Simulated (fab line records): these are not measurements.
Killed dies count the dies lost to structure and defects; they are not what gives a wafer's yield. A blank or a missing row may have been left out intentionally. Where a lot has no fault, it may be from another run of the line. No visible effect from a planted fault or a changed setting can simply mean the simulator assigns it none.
fab line records	flow sky130
[record] lots = 6	wafers = 18	last_day = 49
route steps=708 shown NWELL@82 PWDE@84 VT_ADJUST_HVTP@85 VT_ADJUST_LVTN@97 PAD_OPEN@708
lots untouched by any fault: they come from a run of this same line in which no faults occurred
start_h: start of the lot's first displayed wafer, in hours after the record's first day	wait_h: time in hours since the lot's previous step	" as in the row above	L1.1+2: a single row standing in for several wafers	- no value, or no start was given	* or withheld: withheld	< > ~ a bound
route shown NAME@n: NAME is a module with steps in the file, n the number in the route of the first one	usual: the fault-free wafers' mean and standard deviation	same: alike in all rows	chamber/n: place in a boat	sites: readings site by site	_std_site: how widely they spread, as a standard deviation	_edge_site: outer sites' mean less inner sites'	radius_mm: how far each site lies from the wafer's centre	mask NAME#n: copy n	behind: tool/chamber where the wafer was last shaped	hold: cause of the lot's hold/its duration in hours/its outcome	device: the n, p or np transistor that did not switch	end of line: the route-end tests of the same wafers	where a step has no rows: the recipe by itself	killed: count of dies lost to structure and defects at first sort (not the wafer's yield)	map: dies across one wafer; x = killed, . = not, _ = none there
set.NAME: the setting that was run; set.NAME@STEP: the one run at that earlier step	model.NAME: the simulator's own value behind a step, which no gauge read
lots at some steps of the route; a table a step, a row a wafer
services: the hour from which a tool's chamber was out of use, counted from the record's first day as start_h (under 0 if before that day), plus the number of hours and why
[[steps]]
[step SKY_NWELL_RS_MEAS_29]
[recipe] thk_meas_gauge = four-point-probe
[usual] NWELL_RS = 625.0/1.5
lot.wafer	tool	chamber	start_h	wait_h	NWELL_RS[ohm/sq]
L826.2	film_metro-03	-	122.54	0.1	625.7
L826.3	"	-	"	"	625.6
L826.6	"	-	"	"	625.4
L827.1	film_metro-03	-	127.43	0.1	626.0
L827.3	"	-	"	"	625.3
L827.4	"	-	"	"	624.9
L836.1	film_metro-02	-	181.57	0.1	625.4
L836.2	"	-	"	"	627.7
L836.5	"	-	"	"	626.4
L837.2	film_metro-02	-	184.79	0.1	625.4
L837.3	"	-	"	"	625.8
L837.5	"	-	"	"	623.5
L839.2	film_metro-03	-	198.79	0.1	624.8
L839.4	"	-	"	"	623.1
L839.5	"	-	"	"	626.0
L840.1	film_metro-03	-	205.88	0.1	624.8
L840.2	"	-	"	"	625.3
L840.5	"	-	"	"	625.9
[step SKY_NWELL_RS_MEAS_31]
[recipe] thk_meas_gauge = four-point-probe
[usual] PWDE_RS = 5280/19
lot.wafer	tool	chamber	start_h	wait_h	PWDE_RS[ohm/sq]
L826.2	film_metro-03	-	122.78	0.1	5285
L826.3	"	-	"	"	5282
L826.6	"	-	"	"	5280
L827.1	film_metro-03	-	127.67	0.1	5285
L827.3	"	-	"	"	5291
L827.4	"	-	"	"	5272
L836.1	film_metro-02	-	181.81	0.1	5292
L836.2	"	-	"	"	5288
L836.5	"	-	"	"	5284
L837.2	film_metro-02	-	185.03	0.1	5316
L837.3	"	-	"	"	5325
L837.5	"	-	"	"	5328
L839.2	film_metro-03	-	199.03	0.1	5276
L839.4	"	-	"	"	5293
L839.5	"	-	"	"	5280
L840.1	film_metro-03	-	206.12	0.1	5279
L840.2	"	-	"	"	5249
L840.5	"	-	"	"	5268
[step SKY_VT_ADJUST_HVTP_DEHYDRATE_00]
[recipe] temp_c = 200	time_s = 60
[step SKY_VT_ADJUST_HVTP_HMDS_01]
[recipe] prime_time_s = 60	prime_temp_c = 120
[step SKY_VT_ADJUST_HVTP_COAT_02]
[recipe] resist = NOVOLAK	spin_rpm = 3000	resist_thk_nm = 1140
[step SKY_VT_ADJUST_HVTP_SOFTBAKE_03]
[recipe] temp_c = 90	time_s = 60	resist = NOVOLAK
[step SKY_VT_ADJUST_HVTP_EXPOSE_04]
[recipe] mask_id = HVTPM	na = 0.6	source_shape = conventional	sigma_outer = 0.6	polarization = unpolarized	target_cd_nm = 380	dose_mj = 140
[step SKY_VT_ADJUST_HVTP_PEB_05]
[recipe] temp_c = withheld	time_s = *	resist = NOVOLAK
[step SKY_VT_ADJUST_HVTP_DEVELOP_06]
[recipe] resist = NOVOLAK	developer = TMAH	develop_time_s = 60	dev_temp_c = 23
[step SKY_VT_ADJUST_HVTP_CD_MEAS_07]
[recipe] target_cd_nm = 380
[usual] cd_nm = 378.9/2.4
lot.wafer	tool	chamber	start_h	wait_h	cd_nm
L826.2	cd_sem-02	-	140.91	0.1	375.4
L826.3	"	-	"	"	375.0
L826.6	"	-	"	"	377.8
L827.1	cd_sem-02	-	146.33	0.1	378.3
L827.3	"	-	"	"	377.6
L827.4	"	-	"	"	378.3
L836.1	cd_sem-01	-	202.19	0.1	380.6
L836.2	"	-	"	"	381.7
L836.5	"	-	"	"	384.2
L837.2	cd_sem-01	-	206.41	0.1	380.9
L837.3	"	-	"	"	379.4
L837.5	"	-	"	"	380.7
L839.2	cd_sem-01	-	221.25	0.1	378.9
L839.4	"	-	"	"	377.9
L839.5	"	-	"	"	378.7
L840.1	cd_sem-01	-	227.58	0.1	379.2
L840.2	"	-	"	"	379.5
L840.5	"	-	"	"	379.1
[step SKY_VT_ADJUST_HVTP_OVL_MEAS_08]
[usual] VT_ADJUST_HVTP_OVL = 0.4/1.2
lot.wafer	tool	chamber	start_h	wait_h	VT_ADJUST_HVTP_OVL[nm]
L826.2	overlay-02	-	141.01	0.1	-0.3
L826.3	"	-	"	"	1.3
L826.6	"	-	"	"	-0.2
L827.1	overlay-02	-	146.45	0.1	0.9
L827.3	"	-	"	"	0.9
L827.4	"	-	"	"	1.6
L836.1	overlay-02	-	202.31	0.1	-0.5
L836.2	"	-	"	"	-0.1
L836.5	"	-	"	"	-1.7
L837.2	overlay-01	-	206.51	0.1	1.4
L837.3	"	-	"	"	0.3
L837.5	"	-	"	"	0.5
L839.2	overlay-02	-	221.36	0.1	-0.1
L839.4	"	-	"	"	1.7
L839.5	"	-	"	"	0.2
L840.1	overlay-01	-	227.70	0.1	0.7
L840.2	"	-	"	"	1.6
L840.5	"	-	"	"	0.7
[step SKY_VT_ADJUST_HVTP_IMPLANT_09]
[recipe] species = As	energy_kev = 150	dose_cm2 = 4.3e+12	tilt_deg = withheld
[usual] beam_energy_keV = 150.00/0.043
lot.wafer	tool	chamber	start_h	wait_h	beam_energy_keV	model.implant.rp_nm	model.implant.drp_nm
L826.2	implanter-03	0	141.15	0.1	149.93	81.99	33.4
L826.3	"	0	"	"	149.95	81.99	33.4
L826.6	"	0	"	"	149.94	81.99	33.4
L827.1	implanter-04	0	146.48	0.0	150.04	83.52	33.4
L827.3	"	0	"	"	150.05	83.52	33.4
L827.4	"	0	"	"	150.06	83.52	33.4
L836.1	implanter-04	0	202.34	0.0	161.81	88.81	35.57
L836.2	"	0	"	"	161.88	88.81	35.57
L836.5	"	0	"	"	161.84	88.81	35.57
L837.2	implanter-04	0	206.57	0.0	161.79	91.39	35.57
L837.3	"	0	"	"	161.83	91.39	35.57
L837.5	"	0	"	"	161.80	91.39	35.57
L839.2	implanter-01	0	221.41	0.0	150.02	82.11	33.4
L839.4	"	0	"	"	149.94	82.11	33.4
L839.5	"	0	"	"	149.96	82.11	33.4
L840.1	implanter-03	0	227.73	0.0	150.04	84.21	33.4
L840.2	"	0	"	"	150.06	84.21	33.4
L840.5	"	0	"	"	150.04	84.21	33.4
[step SKY_VT_ADJUST_HVTP_STRIP_10]
[recipe] chemistry = O2/N2	power_w = 1400	pressure_mtorr = 1500	platen_temp_c = withheld	o2_flow_sccm = 3000	n2_flow_sccm = 300	overash_fraction = 0.5
[usual] drypump_motor_current_A = 5.7/0.43	oes_product_au = 0.715/0.0047	strip_time_to_endpoint_s = 14.17/0.04
[same] overash_fraction = 0.5
lot.wafer	tool	chamber	start_h	wait_h	drypump_motor_current_A	oes_product_au	rf_hours_counter_h	strip_time_to_endpoint_s
L826.2	plasma_asher-02	0	141.27	0.1	5.3	0.710	2	14.20
L826.3	"	0	"	"	5.3	0.712	-	14.21
L826.6	"	1	"	"	6.1	0.712	-	14.18
L827.1	plasma_asher-02	0	146.63	0.1	5.3	0.711	3	14.22
L827.3	"	0	"	"	5.3	0.712	-	14.22
L827.4	"	1	"	"	6.1	0.712	-	14.21
L836.1	plasma_asher-02	0	202.49	0.1	5.3	0.710	8	14.11
L836.2	"	1	"	"	6.1	0.716	8	14.12
L836.5	"	1	"	"	6.1	0.711	-	14.19
L837.2	plasma_asher-03	1	206.69	0.1	5.1	0.716	40	14.20
L837.3	"	0	"	"	6.2	0.723	-	14.18
L837.5	"	0	"	"	6.2	0.710	-	14.19
L839.2	plasma_asher-02	1	221.54	0.1	6.1	0.729	10	14.20
L839.4	"	1	"	"	6.1	0.710	-	14.20
L839.5	"	1	"	"	6.1	0.716	-	14.19
L840.1	plasma_asher-02	1	227.88	0.1	6.1	0.717	11	14.10
L840.2	"	0	"	"	5.2	0.717	11	14.10
L840.5	"	1	"	"	6.1	0.718	-	14.14
[step SKY_VT_ADJUST_HVTP_TW_MEAS_11]
[usual] VT_ADJUST_HVTP_TW = 1363/8.2
lot.wafer	tool	chamber	start_h	wait_h	VT_ADJUST_HVTP_TW
L826.2	film_metro-04	-	141.38	0.1	1356
L826.3	"	-	"	"	1363
L826.6	"	-	"	"	1359
L827.1	film_metro-04	-	146.73	0.1	1370
L827.3	"	-	"	"	1368
L827.4	"	-	"	"	1375
L836.1	film_metro-03	-	202.59	0.1	1401
L836.2	"	-	"	"	1397
L836.5	"	-	"	"	1392
L837.2	film_metro-01	-	206.80	0.1	1379
L837.3	"	-	"	"	1379
L837.5	"	-	"	"	1378
L839.2	film_metro-03	-	221.65	0.1	1371
L839.4	"	-	"	"	1364
L839.5	"	-	"	"	1359
L840.1	film_metro-04	-	227.98	0.1	1365
L840.2	"	-	"	"	1361
L840.5	"	-	"	"	1370
[step SKY_VT_ADJUST_LVTN_DEHYDRATE_00]
[recipe] temp_c = 200	time_s = 60
[step SKY_PAD_OPEN_PROBE_99]
[usual] killed_at_M0_to_M3 = 44/7.2	killed_at_M4_up = 3.1/1.7	killed_at_contacts = 25/5.1	killed_at_front_end = 14/4.6	killed_at_other = 0.3/0.59	killed_dies = 86/9.6	killed_open = 47/7.4	killed_short = 39/6
[same] gross_dies = 492	killed_at_back_side = 0
lot.wafer	tool	chamber	start_h	wait_h	killed_at_M0_to_M3	killed_at_M4_up	killed_at_contacts	killed_at_front_end	killed_at_other	killed_dies	killed_open	killed_short	model.etest.tip_p.rs_ohm_sq	model.etest.pfet_01v8.r_on_ohm_um	model.etest.pfet_01v8.drive_ua_um	model.etest.pfet_01v8_mvt.drive_ua_um	model.etest.pfet_01v8_hvt.drive_ua_um	model.etest.sram_pfet_latch.drive_ua_um	model.etest.pfet_01v8_mvt.off_log10_a_um	model.etest.pfet_01v8.off_log10_a_um
L826.2	prober-01	-	1087.26	0.1	46	3	27	17	0	93	45	48	6834	2919	191	149.9	143.1	143.9	-11.11	-9.815
L826.3	prober-01	-	1087.31	0.2	36	5	24	20	1	86	50	36	6869	2830	198.4	151.6	147	148.5	-10.93	-9.457
L826.6	prober-01	-	1087.46	0.2	38	3	19	11	1	72	45	27	6876	2872	194.5	151.4	145	140.7	-10.72	-9.683
L827.1	prober-01	-	1089.60	0.1	42	4	22	10	1	79	38	41	6858	3000	182.8	147.5	138.1	136	-10.76	-10.23
L827.3	prober-01	-	1089.70	0.2	48	3	18	10	0	79	43	36	6896	2963	185.7	147.5	139.3	135.6	-10.88	-10.02
L827.4	prober-01	-	1089.75	0.2	41	8	23	13	2	87	47	40	6915	2997	183.8	146.4	136.5	135.6	-10.96	-10.18
L836.1	prober-01	-	1140.17	0.1	46	3	28	17	0	94	50	44	6731	2817	200.5	159.3	149.1	148	-10	-9.22
L836.2	prober-01	-	1140.22	0.1	43	4	29	11	0	87	38	49	6701	2878	196.3	156.2	145.6	146.5	-9.948	-9.401
L836.5	prober-01	-	1140.37	0.2	51	5	27	16	1	100	57	43	6700	2848	198.8	159.6	147.9	149.6	-9.87	-9.312
L837.2	prober-02	-	1143.61	0.1	45	0	16	15	0	76	40	36	6547	2670	212.9	169.5	159.4	162.2	-9.24	-8.545
L837.3	prober-02	-	1143.66	0.2	43	6	37	11	1	98	57	41	6580	2704	213.6	168.9	158.7	157.5	-9.261	-8.695
L837.5	prober-02	-	1143.76	0.2	43	6	26	14	0	89	49	40	6607	2703	211.2	166	156.9	159.8	-9.062	-8.703
L839.2	prober-02	-	1159.03	0.1	46	5	28	19	0	98	40	58	6896	2911	190	149.9	140.5	145.6	-10.91	-9.813
L839.4	prober-02	-	1159.13	0.2	34	1	27	17	0	79	40	39	6872	2951	189.3	148.8	139.2	135.8	-10.93	-10.15
L839.5	prober-02	-	1159.18	0.2	34	1	26	17	0	78	39	39	6883	2908	191.3	151.1	141.5	144.4	-10.96	-9.986
L840.1	prober-01	-	1165.46	0.1	56	6	25	6	0	93	51	42	6826	2820	198.1	157	148.6	148.4	-10.56	-9.607
L840.2	prober-01	-	1165.51	0.1	37	1	37	16	1	92	48	44	6837	2822	196.9	155.6	147.3	144.9	-10.46	-9.563
L840.5	prober-01	-	1165.66	0.2	60	3	31	12	0	106	63	43	6905	2809	199.2	155	147.5	142.5	-10.64	-9.483
// killed by level:class
L826.2 VIA1:geometric_particle:open=11 FIELD_ISO:geometric_particle:open=7 METAL1:geometric_particle:short=7 VIA3:geometric_particle:open=6 LOCAL_INTERCONNECT:geometric_particle:short=6 CONTACT:geometric_particle:open=6 CONTACT:geometric_particle:short=5 LI_CONTACT:geometric_particle:open=5
L826.3 VIA1:geometric_particle:open=12 POLY_GATE:geometric_particle:open=7 LI_CONTACT:geometric_particle:open=6 LOCAL_INTERCONNECT:geometric_particle:short=6 VIA3:geometric_particle:open=6 METAL1:geometric_particle:short=5 CONTACT:geometric_particle:short=5 CONTACT:geometric_particle:open=5
L826.6 VIA2:geometric_particle:open=9 CONTACT:geometric_particle:open=8 VIA1:geometric_particle:open=7 VIA2:geometric_particle:short=5 POLY_GATE:geometric_particle:open=4 LI_CONTACT:geometric_particle:open=4 VIA1:geometric_particle:short=4 FIELD_ISO:geometric_particle:short=3
L827.1 VIA1:geometric_particle:open=9 METAL1:geometric_particle:short=9 METAL2:geometric_particle:short=8 LI_CONTACT:geometric_particle:open=6 LOCAL_INTERCONNECT:geometric_particle:short=6 VIA3:geometric_particle:open=5 FIELD_ISO:geometric_particle:open=4 CONTACT:geometric_particle:open=4
L827.3 VIA1:geometric_particle:open=10 LOCAL_INTERCONNECT:geometric_particle:short=7 VIA3:geometric_particle:open=7 VIA2:geometric_particle:open=7 CONTACT:geometric_particle:open=6 METAL3:geometric_particle:short=5 METAL2:geometric_particle:short=5 FIELD_ISO:geometric_particle:open=4
L827.4 VIA3:geometric_particle:open=11 CONTACT:geometric_particle:open=8 VIA1:geometric_particle:open=7 LOCAL_INTERCONNECT:geometric_particle:short=6 METAL4:geometric_particle:short=6 FIELD_ISO:geometric_particle:open=4 POLY_CUT:geometric_particle:open=4 LI_CONTACT:geometric_particle:open=4
L836.1 VIA1:geometric_particle:open=12 LI_CONTACT:geometric_particle:open=9 CONTACT:geometric_particle:open=9 FIELD_ISO:geometric_particle:short=7 VIA3:geometric_particle:open=6 FIELD_ISO:geometric_particle:open=5 METAL2:geometric_particle:short=5 VIA2:geometric_particle:short=5
L836.2 CONTACT:geometric_particle:short=9 VIA3:geometric_particle:short=8 VIA2:geometric_particle:open=8 METAL1:geometric_particle:short=8 CONTACT:geometric_particle:open=7 LI_CONTACT:geometric_particle:open=6 VIA1:geometric_particle:open=6 FIELD_ISO:geometric_particle:open=5
L836.5 CONTACT:geometric_particle:open=13 VIA2:geometric_particle:open=9 METAL2:geometric_particle:short=9 LI_CONTACT:geometric_particle:open=8 VIA1:geometric_particle:open=7 VIA1:geometric_particle:short=5 CONTACT:geometric_particle:short=4 FIELD_ISO:geometric_particle:open=4
L837.2 VIA1:geometric_particle:open=13 METAL1:geometric_particle:short=6 VIA3:geometric_particle:open=6 FIELD_ISO:geometric_particle:short=5 CONTACT:geometric_particle:open=5 VIA3:geometric_particle:short=4 LI_CONTACT:geometric_particle:open=4 METAL2:geometric_particle:short=4
L837.3 CONTACT:geometric_particle:open=14 LI_CONTACT:geometric_particle:open=11 VIA1:geometric_particle:open=10 METAL1:geometric_particle:short=6 LOCAL_INTERCONNECT:geometric_particle:short=5 CONTACT:geometric_particle:short=5 VIA3:geometric_particle:open=5 FIELD_ISO:geometric_particle:open=4
L837.5 CONTACT:geometric_particle:open=14 VIA3:geometric_particle:open=11 VIA1:geometric_particle:open=9 FIELD_ISO:geometric_particle:short=5 METAL4:geometric_particle:short=5 LI_CONTACT:geometric_particle:open=4 CONTACT:geometric_particle:short=4 METAL1:geometric_particle:short=4
L839.2 CONTACT:geometric_particle:open=11 CONTACT:geometric_particle:short=10 VIA1:geometric_particle:open=9 VIA1:geometric_particle:short=8 FIELD_ISO:geometric_particle:short=7 VIA3:geometric_particle:open=7 METAL2:geometric_particle:short=5 METAL4:geometric_particle:short=5
L839.4 CONTACT:geometric_particle:open=12 LI_CONTACT:geometric_particle:open=8 VIA1:geometric_particle:open=6 VIA2:geometric_particle:short=6 METAL2:geometric_particle:short=5 FIELD_ISO:geometric_particle:short=4 POLY_GATE:geometric_particle:short=4 CONTACT:geometric_particle:short=4
L839.5 METAL2:geometric_particle:short=9 FIELD_ISO:geometric_particle:open=6 LI_CONTACT:geometric_particle:open=6 LI_CONTACT:geometric_particle:short=5 LOCAL_INTERCONNECT:geometric_particle:short=5 VIA1:geometric_particle:open=5 METAL3:geometric_particle:short=4 POLY_GATE:geometric_particle:short=4
L840.1 CONTACT:geometric_particle:open=12 VIA3:geometric_particle:open=10 VIA1:geometric_particle:open=10 CONTACT:geometric_particle:short=7 METAL1:geometric_particle:short=7 METAL2:geometric_particle:short=7 VIA1:geometric_particle:short=5 VIA2:geometric_particle:open=5
L840.2 CONTACT:geometric_particle:open=14 VIA1:geometric_particle:open=12 CONTACT:geometric_particle:short=9 LOCAL_INTERCONNECT:geometric_particle:short=7 METAL1:geometric_particle:short=7 VIA3:geometric_particle:open=6 POLY_GATE:geometric_particle:short=5 LI_CONTACT:geometric_particle:open=5
L840.5 CONTACT:geometric_particle:open=16 VIA1:geometric_particle:open=16 VIA2:geometric_particle:open=8 METAL2:geometric_particle:short=7 METAL1:geometric_particle:short=6 VIA1:geometric_particle:short=6 VIA3:geometric_particle:open=6 LOCAL_INTERCONNECT:geometric_particle:short=5
[[services]]
tool	chamber	start_h	hours	kind
plasma_asher-02	0	117.75	-	clean
plasma_asher-02	1	117.75	-	clean
implanter-01	-	129.20	1.8	repair
implanter-03	-	131.34	3.6	repair
implanter-01	-	136.49	1.4	repair
implanter-04	-	136.84	6.5	repair
implanter-03	-	150.37	3.1	pm
implanter-01	-	160.91	4.4	repair
implanter-01	-	198.62	1.7	repair
implanter-03	-	200.37	8.5	pm
[[key]]
[first_sign] step = SKY_VT_ADJUST_HVTP_IMPLANT_09	reading = beam_energy_keV	direction = up	sigmas = 99+	usual = *	struck = *
[effect] step = SKY_VT_ADJUST_HVTP_TW_MEAS_11	reading = VT_ADJUST_HVTP_TW	direction = up	sigmas = 3	usual = 1363	struck = 1388
[model_effect] step = SKY_VT_ADJUST_HVTP_IMPLANT_09	value = implant.rp_nm	without = 83.86	struck = 90.1
[model_effect] step = SKY_PAD_OPEN_PROBE_99	value = etest.tip_p.rs_ohm_sq	without = 6893	struck = 6645
met_at SKY_VT_ADJUST_HVTP_IMPLANT_09
struck_wafers L836.1,L836.2,L836.5,L837.2,L837.3,L837.5
tester_left_out L836,L837
onset_between 146.48 202.34
[fault] kind = process_parameter_drift	tool = implanter-04	chamber = -	onset_h = 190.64	steps = SKY_VT_ADJUST_HVTP_IMPLANT_09	channel = energy_kev	offset = *	shape = step	end_h = 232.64	acts_in = *	stated = *
// tester_left_out: of these lots the tester's yield and bins aren't shown, on N5 and GAA mostly nor the transistor test; their killed dies are dies lost to structure and defects alone, not to doping, threshold or leakage, so they don't give the yield
